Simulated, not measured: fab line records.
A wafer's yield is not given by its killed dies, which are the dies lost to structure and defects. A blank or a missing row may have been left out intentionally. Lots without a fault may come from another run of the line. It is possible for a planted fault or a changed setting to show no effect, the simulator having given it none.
A struck lot beside a sound one -- flow sky130 -- 14 steps out of a route of 708
Sound: the wafers L794.2, L794.3, L794.6. Wafers L797.2, L797.3, L797.4 were the ones struck. At the end, the cause is stated.
Per side, at each step with rows, come the tool, then ch with its chambers, and then its first start. Under that, the readings that differ: sound wafers -- struck wafers -- difference of the means -- sigmas: that difference in standard deviations of wafers without a fault.
alike: words and numbers the same on both sides, and readings whose means are apart by under 2 such deviations; not compared: readings that were withheld, readings missing a value for some wafer, numbers with overlapping values and no deviation given by the record, and bounds like >300 which may hide the same value.
The two part at a step that has a row with sigmas, a row that says differs or no value, or rows on one side only. Numbers that don't overlap but have no deviation are shown without sigmas and don't part them. A reading missing from all wafers of one side parts the sides only when that side holds two or more wafers.

first, 4 steps without rows for these wafers: SKY_LDD_HVN_SOFTBAKE_03 (time 60 s); SKY_LDD_HVN_EXPOSE_04 (exposes mask HVNTM, target cd 700 nm); SKY_LDD_HVN_PEB_05; SKY_LDD_HVN_DEVELOP_06 (develop time 60 s).
SKY_LDD_HVN_OVL_MEAS_07:
  struck on overlay-02, day 24 01:31; sound on overlay-01, day 22 23:37
  alike: LDD_HVN_OVL
following that, these wafers have no rows for 1 step: SKY_LDD_HVN_IMPLANT_08.
SKY_LDD_HVN_STRIP_09: strips in O2/N2.
  sound on plasma_asher-02 ch 0,1, day 22 23:48; struck on plasma_asher-03 ch 0,1, day 24 01:42
  alike: drypump_motor_current_A, oes_product_au, strip_time_to_endpoint_s
  not compared: rf_hours_counter_h
SKY_LDD_HVN_TW_MEAS_10:
  struck on film_metro-01, day 24 01:49; sound on film_metro-02, day 22 23:55
  alike: LDD_HVN_TW
then, 4 steps without rows for these wafers: SKY_LDD_HVP_DEHYDRATE_00 (time 60 s); SKY_LDD_HVP_HMDS_01 (prime time 60 s); SKY_LDD_HVP_COAT_02 (resist thk 300 nm); SKY_LDD_HVP_SOFTBAKE_03 (time 60 s).
SKY_LDD_HVP_EXPOSE_04: exposes mask HVPTM, target cd 700 nm.
  struck on iline_stepper-02, day 24 17:11; sound on iline_stepper-02 ch 0, day 23 14:53
  no value came back on the struck wafers for exposure_dose_mJ_cm2, focus_offset_nm (nm); on the sound wafers exposure_dose_mJ_cm2 reads 86.16 85.99 85.99
  alike: mask
following that, these wafers have no rows for 1 step: SKY_LDD_HVP_PEB_05.

== WHERE THEY PART ==
Only at SKY_LDD_HVP_EXPOSE_04, within this record.

WHY: the cause the simulator had injected
At SKY_LDD_HVP_EXPOSE_04, the step was skipped entirely on iline_stepper-02 from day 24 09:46 on. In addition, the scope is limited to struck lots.
